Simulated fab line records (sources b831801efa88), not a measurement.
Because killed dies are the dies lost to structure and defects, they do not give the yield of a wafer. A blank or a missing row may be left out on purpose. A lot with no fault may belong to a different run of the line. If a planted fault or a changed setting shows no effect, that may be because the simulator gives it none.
Which tool was responsible? :: flow gf180mcu :: Sampling: 14 lots, 42 wafers, 5 of 602 route steps

WHAT THE GAUGES READ, wafer by wafer
GF_DNWELL_TW_MEAS_09. Usual: DNWELL_TW 1350, standard deviation 11.
lot: L378
measured: day 2 23:52
on: film metro-02
DNWELL_TW: 1339 1350 1347
flag: 

lot: L379
measured: day 3 06:04
on: film metro-03
DNWELL_TW: 1362 1357 1364
flag: 

lot: L380
measured: day 3 10:25
on: film metro-02
DNWELL_TW: 1332 1330 1331
flag: 

lot: L381
measured: day 3 15:40
on: film metro-02
DNWELL_TW: 1340 1338 1338
flag: 

lot: L382
measured: day 3 20:25
on: film metro-04
DNWELL_TW: 1380 1386 1366
flag: 

lot: L383
measured: day 4 02:22
on: film metro-03
DNWELL_TW: 1342 1343 1343
flag: 

lot: L384
measured: day 4 07:34
on: film metro-02
DNWELL_TW: 1334 1337 1337
flag: 

lot: L386
measured: day 4 17:38
on: film metro-03
DNWELL_TW: 1350 1354 1355
flag: 

lot: L388
measured: day 5 05:54
on: film metro-02
DNWELL_TW: 1345 1343 1338
flag: 

lot: L395
measured: day 6 19:50
on: film metro-02
DNWELL_TW: 1399 1404 1401 1400 1403 1403
flag: OFF

lot: L397
measured: day 7 04:28
on: film metro-03
DNWELL_TW: 1403 1406 1409 1403 1404 1410
flag: OFF

lot: L398
measured: day 7 10:03
on: film metro-02
DNWELL_TW: 1349 1345 1357
flag: 

lot: L399
measured: day 7 15:37
on: film metro-03
DNWELL_TW: 1372 1367 1360
flag: 

lot: L400
measured: day 7 20:24
on: film metro-02
DNWELL_TW: 1349 1341 1341
flag: 

GF_LVPWELL_TW_MEAS_11. Usual: LVPWELL_TW 559, standard deviation 7.
lot: L378
measured: day 4 02:21
on: film metro-01
LVPWELL_TW: 549 549 548
flag: 

lot: L379
measured: day 4 08:23
on: film metro-03
LVPWELL_TW: 556 562 558
flag: 

lot: L380
measured: day 4 13:14
on: film metro-03
LVPWELL_TW: 555 559 558
flag: 

lot: L381
measured: day 4 19:16
on: film metro-01
LVPWELL_TW: 551 544 547
flag: 

lot: L382
measured: day 5 00:11
on: film metro-01
LVPWELL_TW: 550 551 550
flag: 

lot: L383
measured: day 5 05:57
on: film metro-03
LVPWELL_TW: 564 564 565
flag: 

lot: L384
measured: day 5 11:20
on: film metro-01
LVPWELL_TW: 550 549 549
flag: 

lot: L386
measured: day 5 22:10
on: film metro-04
LVPWELL_TW: 565 563 562
flag: 

lot: L388
measured: day 6 10:39
on: film metro-04
LVPWELL_TW: 563 561 565
flag: 

lot: L395
measured: day 8 04:31
on: film metro-04
LVPWELL_TW: 564 565 568
flag: 

lot: L397
measured: day 8 12:34
on: film metro-03
LVPWELL_TW: 561 563 565
flag: 

lot: L398
measured: day 8 19:02
on: film metro-04
LVPWELL_TW: 563 565 563
flag: 

lot: L399
measured: day 9 01:09
on: film metro-04
LVPWELL_TW: 565 563 564
flag: 

lot: L400
measured: day 9 06:20
on: film metro-03
LVPWELL_TW: 559 559 559
flag: 

GF_VT_IMPLANT_TW_MEAS_21. Usual: VT_IMPLANT_2_TW 1204, standard deviation 10.
lot: L378
measured: day 6 10:21
on: film metro-02
VT_IMPLANT_2_TW: 1210 1212 1205
flag: 

lot: L379
measured: day 6 17:08
on: film metro-02
VT_IMPLANT_2_TW: 1207 1204 1201
flag: 

lot: L380
measured: day 6 23:41
on: film metro-02
VT_IMPLANT_2_TW: 1205 1205 1204
flag: 

lot: L381
measured: day 7 06:37
on: film metro-02
VT_IMPLANT_2_TW: 1211 1216 1219
flag: 

lot: L382
measured: day 7 13:03
on: film metro-02
VT_IMPLANT_2_TW: 1213 1210 1209
flag: 

lot: L383
measured: day 7 17:08
on: film metro-01
VT_IMPLANT_2_TW: 1186 1178 1183
flag: 

lot: L384
measured: day 8 00:18
on: film metro-02
VT_IMPLANT_2_TW: 1199 1203 1202
flag: 

lot: L386
measured: day 8 13:10
on: film metro-02
VT_IMPLANT_2_TW: 1203 1202 1205
flag: 

lot: L388
measured: day 9 02:57
on: film metro-03
VT_IMPLANT_2_TW: 1213 1211 1213
flag: 

lot: L395
measured: day 11 02:34
on: film metro-02
VT_IMPLANT_2_TW: 1204 1199 1196
flag: 

lot: L397
measured: day 11 12:16
on: film metro-01
VT_IMPLANT_2_TW: 1197 1205 1208
flag: 

lot: L398
measured: day 11 17:38
on: film metro-01
VT_IMPLANT_2_TW: 1206 1208 1202
flag: 

lot: L399
measured: day 12 01:42
on: film metro-01
VT_IMPLANT_2_TW: 1200 1198 1201
flag: 

lot: L400
measured: day 12 07:48
on: film metro-02
VT_IMPLANT_2_TW: 1210 1211 1207
flag: 

GF_VT_IMPLANT_RS_MEAS_48: the measuring method here is four-point-probe. Usual: LVPWELL_RS 1198 ohm/sq, standard deviation 3.5.
lot: L378
measured: day 7 18:07
on: film metro-04
LVPWELL_RS (ohm/sq): 1200 1197 1199
flag: 

lot: L379
measured: day 8 01:06
on: film metro-04
LVPWELL_RS (ohm/sq): 1200 1196 1198
flag: 

lot: L380
measured: day 8 07:59
on: film metro-01
LVPWELL_RS (ohm/sq): 1195 1197 1194
flag: 

lot: L381
measured: day 8 15:50
on: film metro-04
LVPWELL_RS (ohm/sq): 1197 1199 1199
flag: 

lot: L382
measured: day 8 22:50
on: film metro-03
LVPWELL_RS (ohm/sq): 1199 1199 1197
flag: 

lot: L383
measured: day 9 02:44
on: film metro-04
LVPWELL_RS (ohm/sq): 1198 1193 1193
flag: 

lot: L384
measured: day 9 10:11
on: film metro-01
LVPWELL_RS (ohm/sq): 1195 1199 1197
flag: 

lot: L386
measured: day 9 23:32
on: film metro-01
LVPWELL_RS (ohm/sq): 1194 1196 1196
flag: 

lot: L388
measured: day 10 15:07
on: film metro-03
LVPWELL_RS (ohm/sq): 1204 1206 1203
flag: 

lot: L395
measured: day 12 17:10
on: film metro-03
LVPWELL_RS (ohm/sq): 1203 1205 1204
flag: 

lot: L397
measured: day 13 04:26
on: film metro-04
LVPWELL_RS (ohm/sq): 1189 1190 1188
flag: 

lot: L398
measured: day 13 09:35
on: film metro-04
LVPWELL_RS (ohm/sq): 1201 1199 1198
flag: 

lot: L399
measured: day 13 18:58
on: film metro-03
LVPWELL_RS (ohm/sq): 1195 1200 1198
flag: 

lot: L400
measured: day 14 01:09
on: film metro-03
LVPWELL_RS (ohm/sq): 1196 1201 1200
flag: 

TOOL THAT RAN EACH LOT (tool first, then ch and the chambers of the sampled wafers, then the start)
lot: L378
GF_DNWELL_IMPLANT_07: implanter-03 ch 0, day 2 23:38

lot: L379
GF_DNWELL_IMPLANT_07: implanter-02 ch 0, day 3 05:49

lot: L380
GF_DNWELL_IMPLANT_07: implanter-03 ch 0, day 3 10:10

lot: L381
GF_DNWELL_IMPLANT_07: implanter-02 ch 0, day 3 15:27

lot: L382
GF_DNWELL_IMPLANT_07: implanter-04 ch 0, day 3 20:10

lot: L383
GF_DNWELL_IMPLANT_07: implanter-02 ch 0, day 4 02:07

lot: L384
GF_DNWELL_IMPLANT_07: implanter-03 ch 0, day 4 07:19

lot: L386
GF_DNWELL_IMPLANT_07: implanter-04 ch 0, day 4 17:25

lot: L388
GF_DNWELL_IMPLANT_07: implanter-03 ch 0, day 5 05:39

lot: L395
GF_DNWELL_IMPLANT_07: implanter-02 ch 0, day 6 19:38

lot: L397
GF_DNWELL_IMPLANT_07: implanter-02 ch 0, day 7 04:15

lot: L398
GF_DNWELL_IMPLANT_07: implanter-04 ch 0, day 7 09:48

lot: L399
GF_DNWELL_IMPLANT_07: implanter-04 ch 0, day 7 15:23

lot: L400
GF_DNWELL_IMPLANT_07: implanter-03 ch 0, day 7 20:09
- GF_DNWELL_IMPLANT_07

AS READ BY THE TOOLS THEMSELVES (means over the sampled wafers that have a number; for cases with no such wafer, the mark the record gives instead)
GF_DNWELL_IMPLANT_07. Usual: beam on s 10.02 s, standard deviation 0.19; end station pressure torr 5.03e-06 Torr, standard deviation 2.7e-07; faraday current uA 56.3, standard deviation 1.
lot: L378
tool: implanter-03
beam on s (s): 10.14
end station pressure torr (Torr): 5.24e-06
faraday current uA: 55.7
flag: 

lot: L379
tool: implanter-02
beam on s (s): 9.99
end station pressure torr (Torr): 4.93e-06
faraday current uA: 56.6
flag: 

lot: L380
tool: implanter-03
beam on s (s): 10.09
end station pressure torr (Torr): 4.97e-06
faraday current uA: 55.8
flag: 

lot: L381
tool: implanter-02
beam on s (s): 10.07
end station pressure torr (Torr): 4.95e-06
faraday current uA: 56.1
flag: 

lot: L382
tool: implanter-04
beam on s (s): 9.94
end station pressure torr (Torr): 5.19e-06
faraday current uA: 56.9
flag: 

lot: L383
tool: implanter-02
beam on s (s): 10.10
end station pressure torr (Torr): 4.89e-06
faraday current uA: 55.7
flag: 

lot: L384
tool: implanter-03
beam on s (s): 9.94
end station pressure torr (Torr): 5.06e-06
faraday current uA: 56.8
flag: 

lot: L386
tool: implanter-04
beam on s (s): 10.12
end station pressure torr (Torr): 5.24e-06
faraday current uA: 55.7
flag: 

lot: L388
tool: implanter-03
beam on s (s): 10.08
end station pressure torr (Torr): 5.10e-06
faraday current uA: 56.0
flag: 

lot: L395
tool: implanter-02
beam on s (s): 11.35
end station pressure torr (Torr): 8.04e-05
faraday current uA: 49.1
flag: OFF

lot: L397
tool: implanter-02
beam on s (s): 11.46
end station pressure torr (Torr): 8.70e-05
faraday current uA: 48.4
flag: OFF

lot: L398
tool: implanter-04
beam on s (s): 10.17
end station pressure torr (Torr): 4.93e-06
faraday current uA: 55.6
flag: 

lot: L399
tool: implanter-04
beam on s (s): 9.90
end station pressure torr (Torr): 4.93e-06
faraday current uA: 56.8
flag: 

lot: L400
tool: implanter-03
beam on s (s): 10.12
end station pressure torr (Torr): 5.06e-06
faraday current uA: 55.7
flag: 

THE ANSWER, worked out from the rows above alone
Rule: a lot is off if the mean of its wafers that have a number lies more than 3 standard deviations from the usual mean. A lot without any number at a reading at which 4 lots or more have one is off too. Any other lot the step has rows for is counted as sound. Order of review: gauges by route order, followed by the tools' own readings, for which a lot's mean as printed above is used. The first step at which some lot is off is used, and at that step the reading that is off furthest; a lot without a number counts as furthest.
Off: L395, L397, at GF_DNWELL_TW_MEAS_09 (DNWELL_TW).
If a tool, at a process step before that reading, ran all the lots that are off and no sound lot after the first of them, it fits. The gauges at GF_DNWELL_TW_MEAS_09 aren't tried: what is off there is off at GF_DNWELL_IMPLANT_07 too, on other tools, and a gauge's error can't cause that. One candidate fits, namely implanter-02 at GF_DNWELL_IMPLANT_07. A fault onset in the window from L383 (day 4 02:07, its last sound lot) to L395 (day 6 19:38, its first lot off) fits.
The tool's own readings at GF_DNWELL_IMPLANT_07 bear it out: on the lots that are off they differ by more than 5 times the standard deviation of the sound lots' means. beam on s reads 11.41 s there against 10.05 s on the sound lots; end station pressure torr reads 8.37e-05 Torr there against 5.04e-06 Torr on the sound lots; faraday current uA reads 48.8 there against 56.1 on the sound lots.

WHAT THE SIMULATOR PUT IN
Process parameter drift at GF_DNWELL_IMPLANT_07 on implanter-02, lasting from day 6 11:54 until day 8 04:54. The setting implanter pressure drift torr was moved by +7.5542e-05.
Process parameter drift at GF_DNWELL_IMPLANT_07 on implanter-02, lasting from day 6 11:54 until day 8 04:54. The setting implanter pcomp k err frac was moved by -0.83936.
Shown lots that were struck: L395, L397. The rule given above showed the same thing.
